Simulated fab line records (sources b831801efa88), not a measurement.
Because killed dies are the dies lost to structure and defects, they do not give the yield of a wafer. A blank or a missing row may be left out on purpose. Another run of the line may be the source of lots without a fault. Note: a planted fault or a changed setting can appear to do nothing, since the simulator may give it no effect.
Which tool is to blame? + flow sky130 + 17 wafers sampled from 6 lots at 1 step of a route of 708

== WHAT THE GAUGES READ, wafer by wafer ==
SKY_POLY_GATE_THK_MEAS_04.
| lot  | measured     | on            | POLY_GATE_CVD_03_THK (nm) |
|------|--------------|---------------|---------------------------|
| L705 | day 15 12:40 | film_metro-02 | 74.9 74.8 74.6            |
| L709 | day 16 14:43 | film_metro-02 | 74.8 74.7 74.9            |
| L711 | day 17 19:40 | film_metro-02 | 75.0 74.5 75.3            |
| L713 | day 18 08:34 | film_metro-03 | 74.8 74.4 74.3            |
| L717 | day 20 08:02 | film_metro-03 | 75.0 75.3                 |
| L724 | day 22 23:09 | film_metro-03 | 74.5 75.2 74.9            |

== WHAT TOOL EACH LOT RAN ON (gives the tool, then ch and the chambers of the sampled wafers, and finally the start) ==
The record shows no process step preceding these readings.

== THE ANSWER, worked out from the rows above alone ==
Rule: the usual values come from the lots themselves. The widest of any qualifying gaps counts: lots, ordered by their means at a reading, are off when they make up no more than a third of the lots, leave a main group of 4 or more, and stand apart from it by 3 or more times the standard deviation of that group's means. Not used: any main group whose means are identical at the precision the tables above print for the reading. A lot without any number at a reading at which 4 lots or more have one is off too. Any other lot the step has rows for is counted as sound.
No lot is off on any of the readings shown, so nothing can be concluded from this.

== WHAT WAS PUT IN BY THE SIMULATOR ==
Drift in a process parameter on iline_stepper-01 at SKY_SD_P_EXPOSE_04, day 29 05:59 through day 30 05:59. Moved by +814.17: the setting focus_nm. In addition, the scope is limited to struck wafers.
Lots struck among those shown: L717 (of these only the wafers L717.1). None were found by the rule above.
